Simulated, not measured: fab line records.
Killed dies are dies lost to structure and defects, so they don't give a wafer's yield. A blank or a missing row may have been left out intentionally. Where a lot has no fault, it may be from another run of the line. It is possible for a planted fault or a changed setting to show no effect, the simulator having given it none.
What tool caused it? / flow sky130 / 10 lots with 30 wafers sampled at 5 steps, on a route of 708 steps

== WHAT THE GAUGES READ, wafer by wafer ==
SKY_METAL3_CD_MEAS_13: target cd 300 nm. Usual: cd nm reads 300.2 nm (standard deviation 1.3).
lot=L139; measured=day 38 05:56; on=cd sem-01; cd nm (nm)=301.4 298.9 299.9; flag=
lot=L141; measured=day 39 07:07; on=cd sem-01; cd nm (nm)=301.2 301.4 300.9; flag=
lot=L142; measured=day 39 09:17; on=cd sem-02; cd nm (nm)=300.2 301.1 301.1; flag=
lot=L145; measured=day 40 04:19; on=cd sem-01; cd nm (nm)=299.4 300.1 299.4; flag=
lot=L144; measured=day 40 07:58; on=cd sem-02; cd nm (nm)=299.3 299.2 299.8; flag=
lot=L153; measured=day 42 16:52; on=cd sem-02; cd nm (nm)=299.0 299.1 299.8; flag=
lot=L154; measured=day 43 00:52; on=cd sem-02; cd nm (nm)=299.2 298.6 300.1; flag=
lot=L152; measured=day 43 06:29; on=cd sem-01; cd nm (nm)=300.0 301.5 301.0; flag=
lot=L157; measured=day 43 13:59; on=cd sem-01; cd nm (nm)=301.1 301.0 301.0; flag=
lot=L160; measured=day 44 09:32; on=cd sem-01; cd nm (nm)=300.6 300.5 300.5; flag=

SKY_VIA3_BOW_MEAS_03. Usual: for VIA3_BOW the level is 80 um and the standard deviation is 6.9.
lot=L139; measured=day 38 07:50; on=film metro-04; VIA3_BOW (um)=86 77 90; flag=
lot=L141; measured=day 39 08:52; on=film metro-02; VIA3_BOW (um)=84 84 80; flag=
lot=L142; measured=day 39 11:04; on=film metro-02; VIA3_BOW (um)=86 94 89; flag=
lot=L145; measured=day 40 05:58; on=film metro-04; VIA3_BOW (um)=87 79 83; flag=
lot=L144; measured=day 40 09:34; on=film metro-04; VIA3_BOW (um)=80 84 83; flag=
lot=L153; measured=day 42 18:32; on=film metro-02; VIA3_BOW (um)=75 90 87; flag=
lot=L154; measured=day 43 02:29; on=film metro-03; VIA3_BOW (um)=74 86 80; flag=
lot=L152; measured=day 43 08:08; on=film metro-03; VIA3_BOW (um)=74 82 77; flag=
lot=L157; measured=day 43 15:43; on=film metro-03; VIA3_BOW (um)=68 79 84; flag=
lot=L160; measured=day 44 11:16; on=film metro-03; VIA3_BOW (um)=85 89 78; flag=

SKY_METAL5_THK_MEAS_06: measures by xrf. Usual: for METAL5_ALCU_THK the level is 1167 nm and the standard deviation is 12.
lot=L139; measured=day 42 13:50; on=film metro-02; METAL5_ALCU_THK (nm)=1180 1167 1182; flag=
lot=L141; measured=day 43 14:06; on=film metro-02; METAL5_ALCU_THK (nm)=1177 1176 1177; flag=
lot=L142; measured=day 43 15:25; on=film metro-02; METAL5_ALCU_THK (nm)=1166 1161 1166; flag=
lot=L145; measured=day 44 08:37; on=film metro-04; METAL5_ALCU_THK (nm)=1367 1369 1369; flag=OFF
lot=L144; measured=day 44 12:50; on=film metro-02; METAL5_ALCU_THK (nm)=1357 1380 1363; flag=OFF
lot=L153; measured=day 46 14:48; on=film metro-01; METAL5_ALCU_THK (nm)=1163 1164 1158; flag=
lot=L154; measured=day 46 23:01; on=film metro-01; METAL5_ALCU_THK (nm)=1159 1167 1154; flag=
lot=L152; measured=day 47 04:23; on=film metro-01; METAL5_ALCU_THK (nm)=1158 1162 1172; flag=
lot=L157; measured=day 47 10:08; on=film metro-04; METAL5_ALCU_THK (nm)=1138 1149 1146; flag=
lot=L160; measured=day 48 03:11; on=film metro-01; METAL5_ALCU_THK (nm)=1150 1173 1164; flag=

== WHAT TOOL EACH LOT RAN ON (gives the tool, then ch and the chambers of the sampled wafers, and finally the start) ==
lot=L139; SKY_METAL4_SPUTTER_03=pvd sputter-02, day 39 10:13; SKY_METAL5_SPUTTER_04=pvd sputter-01, day 42 13:40
lot=L141; SKY_METAL4_SPUTTER_03=pvd sputter-04, day 40 11:30; SKY_METAL5_SPUTTER_04=pvd sputter-01, day 43 13:56
lot=L142; SKY_METAL4_SPUTTER_03=pvd sputter-02, day 40 13:02; SKY_METAL5_SPUTTER_04=pvd sputter-02, day 43 15:14
lot=L145; SKY_METAL4_SPUTTER_03=pvd sputter-02, day 41 07:52; SKY_METAL5_SPUTTER_04=pvd sputter-02, day 44 08:25
lot=L144; SKY_METAL4_SPUTTER_03=pvd sputter-04, day 41 11:19; SKY_METAL5_SPUTTER_04=pvd sputter-02, day 44 12:39
lot=L153; SKY_METAL4_SPUTTER_03=pvd sputter-02, day 43 18:44; SKY_METAL5_SPUTTER_04=pvd sputter-02, day 46 14:38
lot=L154; SKY_METAL4_SPUTTER_03=pvd sputter-03, day 44 03:26; SKY_METAL5_SPUTTER_04=pvd sputter-02, day 46 22:50
lot=L152; SKY_METAL4_SPUTTER_03=pvd sputter-04, day 44 08:38; SKY_METAL5_SPUTTER_04=pvd sputter-02, day 47 04:12
lot=L157; SKY_METAL4_SPUTTER_03=pvd sputter-03, day 44 15:19; SKY_METAL5_SPUTTER_04=pvd sputter-02, day 47 09:56
lot=L160; SKY_METAL4_SPUTTER_03=pvd sputter-02, day 45 09:56; SKY_METAL5_SPUTTER_04=pvd sputter-03, day 48 02:59
- SKY_METAL4_SPUTTER_03: material Ti, target thk 5 nm, time 3.3 s.
- SKY_METAL5_SPUTTER_04: material TiN, target thk 70 nm, time 58.3 s.

== AS READ BY THE TOOLS THEMSELVES (means over the sampled wafers that have a number; for cases with no such wafer, the mark the record gives instead) ==
SKY_METAL4_SPUTTER_03. Usual: cathode dc power W 3000.0 W, standard deviation 0.57; chamber pressure pa 0.4000 Pa, standard deviation 0.00078; throttle valve pct 29.8 %, standard deviation 1.
lot=L139; tool=pvd sputter-02; cathode dc power W (W)=2999.8; chamber pressure pa (Pa)=0.4005; throttle valve pct (%)=30.1; flag=
lot=L141; tool=pvd sputter-04; cathode dc power W (W)=2999.8; chamber pressure pa (Pa)=0.4007; throttle valve pct (%)=30.1; flag=
lot=L142; tool=pvd sputter-02; cathode dc power W (W)=2999.4; chamber pressure pa (Pa)=0.4002; throttle valve pct (%)=30.1; flag=
lot=L145; tool=pvd sputter-02; cathode dc power W (W)=3000.1; chamber pressure pa (Pa)=0.4004; throttle valve pct (%)=29.8; flag=
lot=L144; tool=pvd sputter-04; cathode dc power W (W)=2999.7; chamber pressure pa (Pa)=0.4000; throttle valve pct (%)=30.2; flag=
lot=L153; tool=pvd sputter-02; cathode dc power W (W)=2999.6; chamber pressure pa (Pa)=0.4004; throttle valve pct (%)=29.8; flag=
lot=L154; tool=pvd sputter-03; cathode dc power W (W)=3000.1; chamber pressure pa (Pa)=0.3999; throttle valve pct (%)=29.9; flag=
lot=L152; tool=pvd sputter-04; cathode dc power W (W)=3000.0; chamber pressure pa (Pa)=0.4004; throttle valve pct (%)=29.3; flag=
lot=L157; tool=pvd sputter-03; cathode dc power W (W)=2999.7; chamber pressure pa (Pa)=0.3997; throttle valve pct (%)=29.7; flag=
lot=L160; tool=pvd sputter-02; cathode dc power W (W)=3000.3; chamber pressure pa (Pa)=0.3992; throttle valve pct (%)=29.5; flag=

SKY_METAL5_SPUTTER_04. Usual: cathode dc power W 6499.8 W, standard deviation 1.2; chamber pressure pa 0.3999 Pa, standard deviation 0.0009; throttle valve pct 30.1 %, standard deviation 0.96.
lot=L139; tool=pvd sputter-01; cathode dc power W (W)=6500.6; chamber pressure pa (Pa)=0.4003; throttle valve pct (%)=30.7; flag=
lot=L141; tool=pvd sputter-01; cathode dc power W (W)=6499.5; chamber pressure pa (Pa)=0.4002; throttle valve pct (%)=30.9; flag=
lot=L142; tool=pvd sputter-02; cathode dc power W (W)=6500.4; chamber pressure pa (Pa)=0.4002; throttle valve pct (%)=29.6; flag=
lot=L145; tool=pvd sputter-02; cathode dc power W (W)=-; chamber pressure pa (Pa)=-; throttle valve pct (%)=-; flag=OFF
lot=L144; tool=pvd sputter-02; cathode dc power W (W)=-; chamber pressure pa (Pa)=-; throttle valve pct (%)=-; flag=OFF
lot=L153; tool=pvd sputter-02; cathode dc power W (W)=6500.2; chamber pressure pa (Pa)=0.4002; throttle valve pct (%)=30.6; flag=
lot=L154; tool=pvd sputter-02; cathode dc power W (W)=6499.9; chamber pressure pa (Pa)=0.4006; throttle valve pct (%)=29.9; flag=
lot=L152; tool=pvd sputter-02; cathode dc power W (W)=6499.0; chamber pressure pa (Pa)=0.3999; throttle valve pct (%)=29.9; flag=
lot=L157; tool=pvd sputter-02; cathode dc power W (W)=6499.7; chamber pressure pa (Pa)=0.4007; throttle valve pct (%)=30.0; flag=
lot=L160; tool=pvd sputter-03; cathode dc power W (W)=6499.1; chamber pressure pa (Pa)=0.3991; throttle valve pct (%)=29.0; flag=

== THE ANSWER, worked out from the rows above alone ==
Rule: lot off if the mean of its wafers having a number is beyond 3 standard deviations from the usual mean. Also off: a lot with no number at a reading for which 4 or more lots have one. The other lots that the step has rows for count as sound. Order of review: gauges by route order, followed by the tools' own readings, for which a lot's mean as printed above is used. The first step at which some lot is off is used, and at that step the reading that is off furthest; a lot without a number counts as furthest.
Off: L145, L144, at SKY_METAL5_THK_MEAS_06 (METAL5_ALCU_THK).
If a tool, at a process step before that reading, ran all the lots that are off and no sound lot after the first of them, it fits. The gauges at SKY_METAL5_THK_MEAS_06 aren't tried: what is off there is off at SKY_METAL5_SPUTTER_04 too, on other tools, and a gauge's error can't cause that. Of those tried, none fits.

== WHAT THE SIMULATOR PUT IN ==
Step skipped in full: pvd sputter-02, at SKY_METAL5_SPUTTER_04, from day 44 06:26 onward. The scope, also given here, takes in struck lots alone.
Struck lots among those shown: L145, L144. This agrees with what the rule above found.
